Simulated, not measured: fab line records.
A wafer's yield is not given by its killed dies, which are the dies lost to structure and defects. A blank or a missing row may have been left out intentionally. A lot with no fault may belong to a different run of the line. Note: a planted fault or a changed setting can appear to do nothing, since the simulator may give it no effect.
fab line records | flow sky130
record: lots: 6 wafers: 18 last-day: 49
route steps=708 shown SD_N@358 SD_P@359 RES_XHIGH@360 SALICIDE@361 LI_CONTACT@362 PAD_OPEN@708
lots untouched by any fault: they come from a run of this same line in which no faults occurred
start-h: hours from the record's opening day to when the first of the lot's shown wafers began | wait-h: time in hours since the lot's previous step | " repeats the value in the row above | L1.1+2: a row that stands for several wafers | - either no value or no given start | * or withheld: withheld | < > ~ a bound
route shown NAME@n: a module of which the file shows steps, and the number in the route of the first | usual: average and standard deviation across the fault-free wafers | same: alike in all rows | chamber/n: place in a boat | sites: the reading at each site | _std_site: standard deviation of those values | _edge_site: mean of outer sites minus mean of inner sites | radius-mm: how far each site lies from the wafer's centre | mask NAME#n: copy n | behind: the most recent tool/chamber to have shaped the wafer | hold: the reason the lot was held/the length of the hold in hours/how it ended | device: which transistor (n, p or np) failed to switch | end of line: the same wafers' tests at the end of the route | a step with no rows: only its recipe | killed: dies that structure and defects cost at the first sort, which is not the same as the wafer's yield | map: a wafer's dies, marking killed ones x, the rest . and places with no die _
set.NAME: setting as actually run; set.NAME@STEP: the setting as run at that earlier step | model.NAME: the simulator's own value behind a step, which no gauge read
lots at some steps of the route; a table a step, a row a wafer
services: a tool's chamber out of use, with start hour (start-h, from the record's first day; less than 0 if before it), hours out, and reason
== steps ==
step: SKY_SD_N_RS_MEAS_16
recipe: thk-meas-gauge: four-point-probe
usual: SD_N_RS: 68.50/0.14
columns lot.wafer tool chamber start-h wait-h SD_N_RS[ohm/sq]
L176.4 film-metro-04 - 665.67 0.1 68.63
L176.5 " - " " 68.80
L176.6 " - " " 68.91
L178.1 film-metro-02 - 673.94 0.1 68.51
L178.2 " - " " 68.53
L178.4 " - " " 68.61
L182.2 film-metro-04 - 719.76 0.1 68.75
L182.4 " - " " 68.58
L182.5 " - " " 68.49
L184.1 film-metro-01 - 735.59 0.1 68.56
L184.2 " - " " 68.58
L184.5 " - " " 68.64
L190.2 film-metro-02 - 764.84 0.1 68.41
L190.3 " - " " 68.54
L190.6 " - " " 68.49
L193.3 film-metro-02 - 791.21 0.1 68.33
L193.4 " - " " 68.40
L193.6 " - " " 68.32
step: SKY_SD_N_RS_MEAS_17
recipe: thk-meas-gauge: four-point-probe
usual: SD_P_RS: 147.0/0.43
columns lot.wafer tool chamber start-h wait-h SD_P_RS[ohm/sq]
L176.4 film-metro-04 - 665.79 0.1 147.1
L176.5 " - " " 147.4
L176.6 " - " " 147.8
L178.1 film-metro-02 - 674.06 0.1 147.5
L178.2 " - " " 147.0
L178.4 " - " " 147.3
L182.2 film-metro-04 - 719.88 0.1 147.6
L182.4 " - " " 147.0
L182.5 " - " " 147.1
L184.1 film-metro-01 - 735.71 0.1 147.5
L184.2 " - " " 147.4
L184.5 " - " " 147.3
L190.2 film-metro-02 - 764.96 0.1 147.2
L190.3 " - " " 147.2
L190.6 " - " " 146.7
L193.3 film-metro-02 - 791.33 0.1 146.8
L193.4 " - " " 146.8
L193.6 " - " " 146.4
step: SKY_SD_N_RS_MEAS_18
recipe: thk-meas-gauge: four-point-probe
usual: RES_XHIGH_RS: 333.2/1.4
columns lot.wafer tool chamber start-h wait-h RES_XHIGH_RS[ohm/sq]
L176.4 film-metro-04 - 665.91 0.1 334.1
L176.5 " - " " 334.2
L176.6 " - " " 334.3
L178.1 film-metro-02 - 674.18 0.1 334.7
L178.2 " - " " 333.3
L178.4 " - " " 332.4
L182.2 film-metro-04 - 720.00 0.1 333.1
L182.4 " - " " 333.4
L182.5 " - " " 333.4
L184.1 film-metro-01 - 735.83 0.1 331.1
L184.2 " - " " 332.4
L184.5 " - " " 332.9
L190.2 film-metro-02 - 765.08 0.1 330.2
L190.3 " - " " 330.7
L190.6 " - " " 331.2
L193.3 film-metro-02 - 791.45 0.1 333.0
L193.4 " - " " 331.0
L193.6 " - " " 333.1
step: SKY_SALICIDE_CLEAN_00
recipe: chemistry: HF-last time-s: 30 dilution: 100:1 dry: ipa-marangoni
step: SKY_LI_CONTACT_HDPCVD_00
recipe: material: PSG target-thk-nm: 930 sigma-open-frac: 0.3 time-s: 155 temp-c: 600 sih4-flow-sccm: 60 pressure-mtorr: 6
step: SKY_LI_CONTACT_THK_MEAS_01
recipe: reads: PSG_of_LI_CONTACT_HDPCVD_00
usual: LI_CONTACT_HDPCVD_THK: 930/12
columns lot.wafer tool chamber start-h wait-h LI_CONTACT_HDPCVD_THK[nm]
L176.4 film-metro-02 - 666.12 0.0 938
L176.5 " - " " 939
L176.6 " - " " 944
L178.1 film-metro-01 - 674.42 0.1 950
L178.2 " - " " 925
L178.4 " - " " 930
L182.2 film-metro-02 - 720.28 0.1 941
L182.4 " - " " 937
L182.5 " - " " 927
L184.1 film-metro-02 - 736.08 0.1 928
L184.2 " - " " 911
L184.5 " - " " 913
L190.2 film-metro-01 - 765.37 0.1 929
L190.3 " - " " 928
L190.6 " - " " 930
L193.3 film-metro-04 - 791.67 0.1 918
L193.4 " - " " 926
L193.6 " - " " 914
step: SKY_LI_CONTACT_CMP_02
recipe: material: PSG down-force-psi: 4 platen-rpm: 60 pad-velocity-m-s: 0.94248
usual: motor-current-A: 12.3/1 platen-rpm: 60.00/0.041 slurry-flow-ml-min: 150.0/0.52 time-to-endpoint-s: 33/3.1
columns lot.wafer tool chamber start-h wait-h motor-current-A platen-rpm slurry-flow-ml-min time-to-endpoint-s
L176.4 cmp-02 2 666.15 0.0 13.3 59.99 150.1 36
L176.6 " 2 " " 12.6 59.92 150.2 38
L176.5 " 3 " " 11.8 59.99 150.5 39
L178.4 cmp-01 0 674.53 0.1 14.0 60.01 149.7 34
L178.2 " 1 " " 10.7 59.97 151.4 36
L178.1 " 2 " " 11.9 59.97 148.6 37
L182.4 cmp-01 2 720.51 0.2 12.1 60.00 150.0 35
L182.2 " 3 " " 11.1 59.96 150.6 32
L182.5 " 1 " " 11.0 60.04 150.4 34
L184.2 cmp-02 1 736.14 0.0 13.6 59.99 150.2 26
L184.1 " 3 " " 12.0 59.99 150.3 35
L184.5 " 1 " " 12.8 59.99 149.8 29
L190.3 cmp-01 3 765.42 0.0 10.9 60.04 150.5 34
L190.2 " 2 " " 11.6 60.03 149.5 33
L190.6 " 0 " " 12.9 60.03 150.0 33
L193.4 cmp-02 2 791.71 0.0 13.3 60.04 149.8 30
L193.3 " 3 " " 11.9 60.04 149.2 31
L193.6 " 3 " " 11.7 60.06 150.3 30
step: SKY_LI_CONTACT_BOW_MEAS_03
recipe: mode: bow
usual: LI_CONTACT_BOW: 56/6.8
columns lot.wafer tool chamber start-h wait-h LI_CONTACT_BOW[um]
L176.4 film-metro-04 - 666.51 0.3 45
L176.5 " - " " 62
L176.6 " - " " 55
L178.1 film-metro-01 - 674.78 0.1 53
L178.2 " - " " 53
L178.4 " - " " 46
L182.2 film-metro-01 - 720.73 0.1 57
L182.4 " - " " 60
L182.5 " - " " 54
L184.1 film-metro-04 - 736.44 0.1 59
L184.2 " - " " 55
L184.5 " - " " 58
L190.2 film-metro-04 - 765.74 0.1 65
L190.3 " - " " 55
L190.6 " - " " 48
L193.3 film-metro-01 - 792.05 0.2 57
L193.4 " - " " 59
L193.6 " - " " 59
step: SKY_LI_CONTACT_DEHYDRATE_04
recipe: temp-c: 200 time-s: 60
step: SKY_LI_CONTACT_HMDS_05
recipe: prime-time-s: 60 prime-temp-c: 120
step: SKY_LI_CONTACT_COAT_06
recipe: resist: BARC temp-c: withheld time-s: withheld spin-rpm: 3000 resist-thk-nm: 60
step: SKY_LI_CONTACT_COAT_07
recipe: resist: KrF-thick spin-rpm: 3000 resist-thk-nm: 450
step: SKY_LI_CONTACT_SOFTBAKE_08
recipe: temp-c: 100 time-s: 90 resist: KrF-thick
usual: heater-power-total-W: 57.36/0.11 run-length-s: 119.17/0.17
columns lot.wafer tool chamber start-h wait-h heater-power-total-W run-length-s
L176.4 litho-track-01 0 679 - 57.43 119.29
L176.5 " 0 " " 57.36 119.16
L176.6 " 0 680 - 57.16 119.06
L178.1 litho-track-02 0 687 - 57.32 119.25
L178.2 " 0 " " 57.42 119.31
L178.4 " 0 " " 57.29 119.51
L182.2 litho-track-03 0 734 - 57.47 119.06
L182.4 " 0 " " 57.38 118.92
L182.5 " 0 " " 57.25 119.01
L184.1 litho-track-02 0 750 - 57.25 119.27
L184.2 " 0 " " 57.40 119.32
L184.5 " 0 " " 57.58 119.24
L190.2 litho-track-01 0 779 - 57.33 119.13
L190.3 " 0 780 - 58.46 114.17
L190.6 " 0 " " 57.25 119.51
L193.3 litho-track-01 0 805 - 58.36 114.25
L193.4 " 0 " " 57.44 119.14
L193.6 " 0 " " 57.42 119.17
step: SKY_LI_CONTACT_EXPOSE_09
recipe: mask-id: LICM1 na: 0.8 source-shape: annular sigma-inner: 0.55 sigma-outer: 0.85 target-cd-nm: 170 dose-mj: 38
step: SKY_PAD_OPEN_PROBE_99
usual: killed_at_M0_to_M3: 43/6.8 killed_at_M4_up: 3.2/1.8 killed-at-contacts: 24/6.2 killed-at-front-end: 15/4.7 killed-at-other: 0.4/0.63 killed-dies: 86/9.6 killed-open: 47/6.9 killed-short: 39/6.3
same: gross-dies: 492 killed-at-back-side: 0
columns lot.wafer tool chamber start-h wait-h killed_at_M0_to_M3 killed_at_M4_up killed-at-contacts killed-at-front-end killed-at-other killed-dies killed-open killed-short
L176.4 prober-02 - 1080.63 0.2 36 2 22 14 0 74 44 29
L176.5 prober-02 - 1080.68 0.2 40 0 31 11 0 82 47 35
L176.6 prober-02 - 1080.73 0.2 47 2 36 13 0 98 59 39
L178.1 prober-02 - 1091.01 0.1 35 2 21 8 1 67 38 28
L178.2 prober-02 - 1091.06 0.1 39 4 18 18 1 80 46 33
L178.4 prober-02 - 1091.16 0.2 37 3 27 11 0 78 42 36
L182.2 prober-02 - 1120.68 0.1 53 8 19 11 1 92 44 47
L182.4 prober-02 - 1120.78 0.2 38 5 36 18 0 97 58 39
L182.5 prober-02 - 1120.83 0.2 44 3 24 20 2 93 44 48
L190.2 prober-01 - 1157.67 0.1 41 2 30 10 0 83 42 40
L190.3 prober-01 - 1157.72 0.2 37 1 37 14 0 89 53 34
L190.6 prober-01 - 1157.87 0.2 44 3 21 17 0 85 47 38
L193.3 prober-01 - 1176.11 0.2 52 2 21 15 1 91 52 39
L193.4 prober-01 - 1176.16 0.2 41 3 21 14 0 79 43 35
L193.6 prober-01 - 1176.26 0.2 48 3 19 17 1 88 56 32
killed by level:class
L176.4 VIA1:geometric-particle:open=9 VIA3:geometric-particle:open=7 CONTACT:geometric-particle:open=7 VIA2:geometric-particle:open=7 CONTACT:geometric-particle:short=6 LI_CONTACT:geometric-particle:open=4 METAL2:geometric-particle:short=4 FIELD_ISO:geometric-particle:short=3
L176.5 CONTACT:geometric-particle:open=10 LI_CONTACT:geometric-particle:open=8 METAL1:geometric-particle:short=7 VIA3:geometric-particle:open=7 VIA2:geometric-particle:open=7 LOCAL_INTERCONNECT:geometric-particle:short=6 VIA1:geometric-particle:open=6 FIELD_ISO:geometric-particle:short=4
L176.6 CONTACT:geometric-particle:open=14 LI_CONTACT:geometric-particle:open=10 VIA1:geometric-particle:open=10 VIA2:geometric-particle:open=9 METAL3:geometric-particle:short=5 LOCAL_INTERCONNECT:geometric-particle:short=5 VIA1:geometric-particle:short=5 VIA3:geometric-particle:open=5
L178.1 VIA1:geometric-particle:open=10 LI_CONTACT:geometric-particle:open=6 CONTACT:geometric-particle:open=5 VIA1:geometric-particle:short=5 CONTACT:geometric-particle:short=4 VIA3:geometric-particle:short=4 LI_CONTACT:geometric-particle:short=3 METAL2:geometric-particle:short=3
L178.2 METAL2:geometric-particle:short=10 VIA1:geometric-particle:open=10 CONTACT:geometric-particle:open=9 FIELD_ISO:geometric-particle:open=6 LI_CONTACT:geometric-particle:open=5 POLY_GATE:geometric-particle:open=4 FIELD_ISO:geometric-particle:short=3 POLY_GATE:geometric-particle:short=3
L178.4 CONTACT:geometric-particle:open=15 VIA2:geometric-particle:open=8 CONTACT:geometric-particle:short=7 VIA1:geometric-particle:short=6 VIA1:geometric-particle:open=6 POLY_GATE:geometric-particle:short=4 LI_CONTACT:geometric-particle:open=4 METAL3:geometric-particle:short=4
L182.2 VIA1:geometric-particle:open=13 VIA3:geometric-particle:open=9 VIA1:geometric-particle:short=8 METAL4:geometric-particle:short=6 CONTACT:geometric-particle:open=6 VIA3:geometric-particle:short=5 METAL2:geometric-particle:short=4 LI_CONTACT:geometric-particle:open=4
L182.4 CONTACT:geometric-particle:open=13 LI_CONTACT:geometric-particle:open=10 VIA1:geometric-particle:open=9 VIA1:geometric-particle:short=6 FIELD_ISO:geometric-particle:open=5 POLY_GATE:geometric-particle:open=5 CONTACT:geometric-particle:short=5 LOCAL_INTERCONNECT:geometric-particle:short=4
L182.5 VIA1:geometric-particle:open=11 VIA3:geometric-particle:open=8 CONTACT:geometric-particle:open=7 VIA1:geometric-particle:short=6 FIELD_ISO:geometric-particle:short=5 POLY_GATE:geometric-particle:short=5 LI_CONTACT:geometric-particle:short=5 METAL1:geometric-particle:short=5
L190.2 VIA2:geometric-particle:open=9 LI_CONTACT:geometric-particle:open=8 CONTACT:geometric-particle:short=8 CONTACT:geometric-particle:open=8 VIA1:geometric-particle:short=7 VIA1:geometric-particle:open=7 LOCAL_INTERCONNECT:geometric-particle:short=5 METAL3:geometric-particle:short=4
L190.3 CONTACT:geometric-particle:open=16 VIA2:geometric-particle:open=10 LI_CONTACT:geometric-particle:open=7 VIA1:geometric-particle:open=7 FIELD_ISO:geometric-particle:short=6 LOCAL_INTERCONNECT:geometric-particle:short=6 VIA3:geometric-particle:open=5 METAL2:geometric-particle:short=5
L190.6 CONTACT:geometric-particle:open=10 VIA1:geometric-particle:open=9 VIA3:geometric-particle:open=8 METAL2:geometric-particle:short=7 POLY_GATE:geometric-particle:short=6 VIA2:geometric-particle:open=5 FIELD_ISO:geometric-particle:short=4 FIELD_ISO:geometric-particle:open=4
L193.3 VIA3:geometric-particle:open=12 CONTACT:geometric-particle:open=8 VIA1:geometric-particle:open=8 METAL1:geometric-particle:short=7 VIA2:geometric-particle:open=6 CONTACT:geometric-particle:short=5 VIA1:geometric-particle:short=5 FIELD_ISO:geometric-particle:open=4
L193.4 VIA1:geometric-particle:open=12 LI_CONTACT:geometric-particle:open=8 CONTACT:geometric-particle:short=6 VIA2:geometric-particle:open=6 VIA3:geometric-particle:open=6 CONTACT:geometric-particle:open=5 METAL1:geometric-particle:short=5 POLY_GATE:geometric-particle:short=4
L193.6 VIA1:geometric-particle:open=10 CONTACT:geometric-particle:open=10 VIA3:geometric-particle:open=10 VIA2:geometric-particle:open=7 METAL2:geometric-particle:short=6 LI_CONTACT:geometric-particle:open=6 POLY_GATE:geometric-particle:short=5 FIELD_ISO:geometric-particle:open=4
== services ==
columns tool chamber start-h hours kind
litho-track-03 - 645.38 - consumable-replace:filter
cmp-02 - 711.72 8.9 repair
cmp-02 - 729.73 4.8 pm
cmp-01 - 757.05 4.0 pm
cmp-01 - 761.05 - consumable-replace:conditioner
cmp-01 - 761.05 - consumable-replace:pad
cmp-02 - 761.05 9.3 pm
== key ==
first-sign: step: SKY_LI_CONTACT_SOFTBAKE_08 reading: run-length-s direction: down sigmas: 30 usual: * struck: *
effect: step: SKY_LI_CONTACT_SOFTBAKE_08 reading: heater-power-total-W direction: up sigmas: 9.2 usual: * struck: *
met-at SKY_LI_CONTACT_SOFTBAKE_08
struck-wafers L190.3,L193.3
tester-left-out L190,L193
onset-between 679 779
fault: kind: process-parameter-drift tool: litho-track-01 chamber: - onset-h: 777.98 steps: SKY_LI_CONTACT_SOFTBAKE_08 channel: time-s offset: * shape: step end-h: 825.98 scope: struck-wafers-only acts-in: * stated: *
tester-left-out: of these lots the tester's yield and bins aren't shown, on N5 and GAA mostly nor the transistor test; their killed dies are dies lost to structure and defects alone, not to doping, threshold or leakage, so they don't give the yield
